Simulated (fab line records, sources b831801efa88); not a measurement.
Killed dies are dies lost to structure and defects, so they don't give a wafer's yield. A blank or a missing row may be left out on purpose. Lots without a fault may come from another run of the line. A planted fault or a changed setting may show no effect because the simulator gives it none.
Which tool did it? | flow sky130 | 12 lots, 36 wafers sampled, at 5 steps of a route of 708

WHAT THE GAUGES READ, wafer by wafer
SKY_NWELL_TW_MEAS_26.
lot  | measured     | on            | NWELL_2_TW
L777 | day 5 10:43  | film_metro-03 | 496.3 495.4 495.3
L778 | day 5 17:52  | film_metro-03 | 494.0 492.8 493.2
L779 | day 6 08:11  | film_metro-02 | 494.0 493.7 493.5
L780 | day 6 08:24  | film_metro-01 | 493.0 489.3 491.4
L781 | day 6 08:32  | film_metro-02 | 493.0 495.5 495.4
L782 | day 6 23:23  | film_metro-03 | 495.6 495.7 496.5
L784 | day 7 02:46  | film_metro-02 | 493.3 491.4 494.2
L794 | day 9 17:55  | film_metro-01 | 495.7 493.1 492.6
L795 | day 9 21:52  | film_metro-02 | 498.0 497.6 499.2
L796 | day 10 07:07 | film_metro-01 | 496.0 492.4 495.5
L798 | day 10 15:11 | film_metro-02 | 501.4 500.6 499.5
L799 | day 10 21:50 | film_metro-03 | 491.7 492.8 494.0

SKY_SONOS_TUNNEL_CD_MEAS_07: target cd 410 nm.
lot  | measured     | on        | cd_nm (nm)
L777 | day 11 14:01 | cd_sem-02 | 408.5 410.3 408.1
L778 | day 11 20:53 | cd_sem-02 | 409.0 407.5 406.6
L779 | day 12 18:03 | cd_sem-02 | 411.1 409.3 410.1
L780 | day 12 18:25 | cd_sem-01 | 407.9 410.4 410.4
L781 | day 12 20:52 | cd_sem-02 | 411.8 413.3 413.4
L782 | day 13 13:06 | cd_sem-02 | 408.6 407.2 411.3
L784 | day 13 20:16 | cd_sem-02 | 411.0 412.6 411.9
L794 | day 17 04:10 | cd_sem-01 | 405.4 406.8 407.9
L795 | day 17 08:02 | cd_sem-02 | 408.7 409.9 408.3
L796 | day 17 22:05 | cd_sem-02 | 412.3 414.5 413.6
L798 | day 18 06:01 | cd_sem-01 | 411.4 411.1 413.0
L799 | day 18 16:34 | cd_sem-01 | 406.9 407.3 408.5

SKY_SONOS_ONO_THK_MEAS_01.
lot  | measured     | on            | SONOS_ONO_OXIDATION_THK (nm)
L777 | day 11 16:23 | film_metro-04 | 2.58 2.56 2.60
L778 | day 12 01:30 | film_metro-04 | 2.61 2.60 2.66
L779 | day 12 21:05 | film_metro-01 | 1.70 1.69 1.63
L780 | day 12 21:07 | film_metro-04 | 1.65 1.68 1.70
L781 | day 12 23:36 | film_metro-03 | 1.66 1.64 1.62
L782 | day 13 16:17 | film_metro-03 | 2.62 2.62 2.63
L784 | day 13 23:24 | film_metro-01 | 2.54 2.53 2.49
L794 | day 17 06:38 | film_metro-04 | 2.69 2.68 2.68
L795 | day 17 10:36 | film_metro-01 | 2.62 2.70 2.65
L796 | day 18 00:22 | film_metro-04 | 2.60 2.58 2.65
L798 | day 18 08:00 | film_metro-04 | 2.55 2.66 2.60
L799 | day 18 19:47 | film_metro-03 | 2.64 2.63 2.60

SKY_GATE_OXIDE_OVL_MEAS_10.
lot  | measured     | on         | GATE_OXIDE_OVL (nm)
L777 | day 14 01:51 | overlay-01 | 2.3 3.5 2.5
L778 | day 14 10:00 | overlay-01 | 3.0 3.2 0.9
L779 | day 15 04:37 | overlay-02 | -1.4 -1.4 0.2
L780 | day 15 05:48 | overlay-01 | 2.3 2.0 0.9
L781 | day 15 08:52 | overlay-01 | 1.6 2.1 0.1
L782 | day 16 05:50 | overlay-01 | 0.7 -2.1 0.5
L784 | day 16 13:24 | overlay-01 | 0.6 0.5 0.4
L794 | day 19 23:59 | overlay-02 | 1.1 1.2 1.2
L795 | day 20 03:22 | overlay-01 | 2.5 1.4 2.0
L796 | day 20 19:07 | overlay-01 | 0.4 2.6 0.2
L798 | day 21 01:02 | overlay-01 | 0.8 1.0 -1.2
L799 | day 21 17:49 | overlay-01 | 1.3 0.9 1.5

WHICH TOOL RAN EACH LOT (tool, then ch and the chambers of the sampled wafers, then the start)
lot  | SKY_SONOS_ONO_OXIDATION_00
L777 | furnace-01 ch 0, day 11 15:03
L778 | furnace-01 ch 0, day 12 00:10
L779 | furnace-01 ch 0, day 12 19:44
L780 | furnace-01 ch 0, day 12 19:44
L781 | furnace-01 ch 0, day 12 22:15
L782 | furnace-02 ch 0, day 13 14:56
L784 | furnace-02 ch 0, day 13 22:02
L794 | furnace-02 ch 0, day 17 05:17
L795 | furnace-01 ch 0, day 17 09:14
L796 | furnace-02 ch 0, day 17 22:59
L798 | furnace-01 ch 0, day 18 06:38
L799 | furnace-01 ch 0, day 18 18:25
- SKY_SONOS_ONO_OXIDATION_00: stabilise 600 s, purge 300 s, target thk 2.6 nm.

WHAT THE TOOLS THEMSELVES READ (means of the sampled wafers that have a number; where no wafer has one, the mark that the record gives instead)
SKY_SONOS_ONO_OXIDATION_00.
lot  | tool       | spike_tc_bottom_C (C) | spike_tc_centre_C (C) | spike_tc_lower_C (C) | spike_tc_top_C (C) | spike_tc_upper_C (C) | tube_center_temp_C (C) | tube_center_temp_C_max
L777 | furnace-01 | 818.2                 | 798.6                 | 799.6                | 818                | 799.4                | 800                    | 801.9
L778 | furnace-01 | 817.6                 | 798.6                 | 799.7                | 817                | 799.2                | 800                    | 801.9
L779 | furnace-01 | 787.8                 | 769.4                 | 770.4                | 789                | 769.2                | 770                    | 772.3
L780 | furnace-01 | 788.6                 | 769.3                 | 770.1                | 789                | 770.0                | 770                    | 772.5
L781 | furnace-01 | 788.0                 | 770.0                 | 770.5                | 787                | 769.5                | 770                    | 773.1
L782 | furnace-02 | 822.3                 | 801.3                 | 802.7                | 810                | 801.0                | 800                    | 802.3
L784 | furnace-02 | 821.7                 | 801.6                 | 802.7                | 810                | 800.2                | 800                    | 802.4
L794 | furnace-02 | 822.5                 | 800.8                 | 801.6                | 809                | 801.1                | 800                    | 802.1
L795 | furnace-01 | 817.0                 | 799.0                 | 798.9                | 817                | 798.1                | 800                    | 801.7
L796 | furnace-02 | 821.7                 | 801.1                 | 800.7                | 810                | 801.0                | 800                    | 802.0
L798 | furnace-01 | 817.4                 | 800.1                 | 799.1                | 817                | 799.9                | 800                    | 802.1
L799 | furnace-01 | 818.0                 | 799.4                 | 799.8                | 817                | 797.6                | 800                    | 801.7

THE ANSWER, worked out from the rows above alone
Rule: what is usual is taken from the lots themselves. Put in order of their means at a reading, lots are off if they are a third of the lots or fewer, leave a main group of 4 or more, and stand apart from it by a gap of 3 or more times the standard deviation of the main group's means; of several such gaps the widest counts. A main group whose means are all the same, to the digits that the tables above print for the reading, isn't used. A lot without any number at a reading at which 4 lots or more have one is off too. The other lots that the step has rows for count as sound. The gauges are gone through in route order, then the tools' own readings, and for those a lot's mean is taken as printed above. The first step at which some lot is off is used, and at that step the reading that is off furthest; a lot without a number counts as furthest.
Off: L779, L780, L781, at SKY_SONOS_ONO_THK_MEAS_01 (SONOS_ONO_OXIDATION_THK). The main group: mean 2.61 nm, standard deviation 0.043.
A tool fits if, at a process step before that reading, it ran every lot that is off, and no sound lot after the first of them. The gauges at SKY_SONOS_ONO_THK_MEAS_01 aren't tried: what is off there is off at SKY_SONOS_ONO_OXIDATION_00 too, on other tools, and a gauge's error can't cause that. None of those tried fits.

WHAT THE SIMULATOR HAD PUT IN
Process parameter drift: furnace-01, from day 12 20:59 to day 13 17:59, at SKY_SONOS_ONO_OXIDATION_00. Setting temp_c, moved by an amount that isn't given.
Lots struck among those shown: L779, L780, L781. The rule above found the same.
